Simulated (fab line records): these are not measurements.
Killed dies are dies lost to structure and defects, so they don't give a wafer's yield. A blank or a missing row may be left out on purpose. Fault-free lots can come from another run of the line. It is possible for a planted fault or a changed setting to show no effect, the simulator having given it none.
The tool behind it: which one?    flow sky130    18 wafers from 6 lots sampled at 2 of the route's 708 steps

== WHAT THE GAUGES READ, wafer by wafer ==
SKY_RES_XHIGH_TW_MEAS_09.
lot   measured      on             RES_XHIGH_TW
L736  day 27 12:12  film metro-01  1646 1645 1650
L739  day 29 02:26  film metro-02  1637 1643 1643
L743  day 29 22:59  film metro-03  30 30 30
L752  day 32 12:17  film metro-03  1636 1629 1635
L753  day 33 14:08  film metro-01  1651 1651 1666
L756  day 33 22:43  film metro-03  1632 1634 1633

== TOOL THAT RAN EACH LOT (tool first, then ch and the chambers of the sampled wafers, then the start) ==
lot   SKY_RES_XHIGH_EXPOSE_04
L736  iline stepper-01 ch 0, day 26 21:32
L739  iline stepper-01 ch 0, day 28 12:50
L743  iline stepper-01 ch 0, day 29 08:12
L752  iline stepper-02 ch 0, day 31 22:25
L753  iline stepper-01 ch 0, day 33 00:44
L756  iline stepper-02 ch 0, day 33 08:49
- SKY_RES_XHIGH_EXPOSE_04: exposes mask URPM, target cd 1270 nm.

== THE ANSWER, worked out from the rows above alone ==
Rule: what is usual is taken from the lots themselves. The widest of any qualifying gaps counts: lots, ordered by their means at a reading, are off when they make up no more than a third of the lots, leave a main group of 4 or more, and stand apart from it by 3 or more times the standard deviation of that group's means. The tables above print the reading to a certain number of digits; a main group whose means all agree to those digits is not used. A lot without any number at a reading at which 4 lots or more have one is off too. All remaining lots with rows at the step are treated as sound.
Off: at SKY_RES_XHIGH_TW_MEAS_09 (RES_XHIGH_TW), L743. Main group: mean 1642, sd 8.7.
If a tool, at a process step before that reading, ran all the lots that are off and no sound lot after the first of them, it fits. Gauges at SKY_RES_XHIGH_TW_MEAS_09: tried the same way as those tools. Not one of the candidates tried fits.

== WHAT THE SIMULATOR HAD PUT IN ==
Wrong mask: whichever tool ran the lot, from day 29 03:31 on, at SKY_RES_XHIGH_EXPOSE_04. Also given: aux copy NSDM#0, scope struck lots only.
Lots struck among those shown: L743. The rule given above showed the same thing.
